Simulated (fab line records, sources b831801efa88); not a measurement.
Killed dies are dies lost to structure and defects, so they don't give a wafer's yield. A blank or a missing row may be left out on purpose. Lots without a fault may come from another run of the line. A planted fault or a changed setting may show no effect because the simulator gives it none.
Which tool did it? | flow gf180mcu | 12 lots, 34 wafers sampled, at 1 step of a route of 602

WHAT THE GAUGES READ, wafer by wafer
GF_V1_BOW_MEAS_05. Usual: V1_BOW 83 um, standard deviation 7.7.
lot  | measured     | on            | V1_BOW (um) | flag
L180 | day 17 16:40 | film_metro-03 | 76 78 89    |
L183 | day 18 14:18 | film_metro-03 | 85 85 96    |
L186 | day 19 12:52 | film_metro-01 | 80 75 72    |
L187 | day 19 21:04 | film_metro-04 | 74 77 84    |
L190 | day 21 01:57 | film_metro-04 | 89 72       |
L192 | day 21 20:13 | film_metro-03 | 94 74       |
L197 | day 23 13:29 | film_metro-04 | 75 74 75    |
L198 | day 23 13:45 | film_metro-01 | 91 78 87    |
L200 | day 24 09:25 | film_metro-04 | 71 70 86    |
L201 | day 24 18:10 | film_metro-03 | 91 87 83    |
L202 | day 25 00:37 | film_metro-04 | 72 95 100   |
L203 | day 25 06:36 | film_metro-01 | 77 84 73    |

WHICH TOOL RAN EACH LOT (tool, then ch and the chambers of the sampled wafers, then the start)
The record holds no process step before these readings.

WHAT THE TOOLS THEMSELVES READ (means of the sampled wafers that have a number; where no wafer has one, the mark that the record gives instead)
The record holds no such reading with a usual standard deviation.

THE ANSWER, worked out from the rows above alone
Rule: a lot is off if the mean of its wafers that have a number lies more than 3 standard deviations from the usual mean. A lot without any number at a reading at which 4 lots or more have one is off too. The other lots that the step has rows for count as sound. The gauges are gone through in route order, then the tools' own readings, and for those a lot's mean is taken as printed above. The first step at which some lot is off is used, and at that step the reading that is off furthest; a lot without a number counts as furthest.
No lot is off at any reading shown: from this, nothing can be told.

WHAT THE SIMULATOR HAD PUT IN
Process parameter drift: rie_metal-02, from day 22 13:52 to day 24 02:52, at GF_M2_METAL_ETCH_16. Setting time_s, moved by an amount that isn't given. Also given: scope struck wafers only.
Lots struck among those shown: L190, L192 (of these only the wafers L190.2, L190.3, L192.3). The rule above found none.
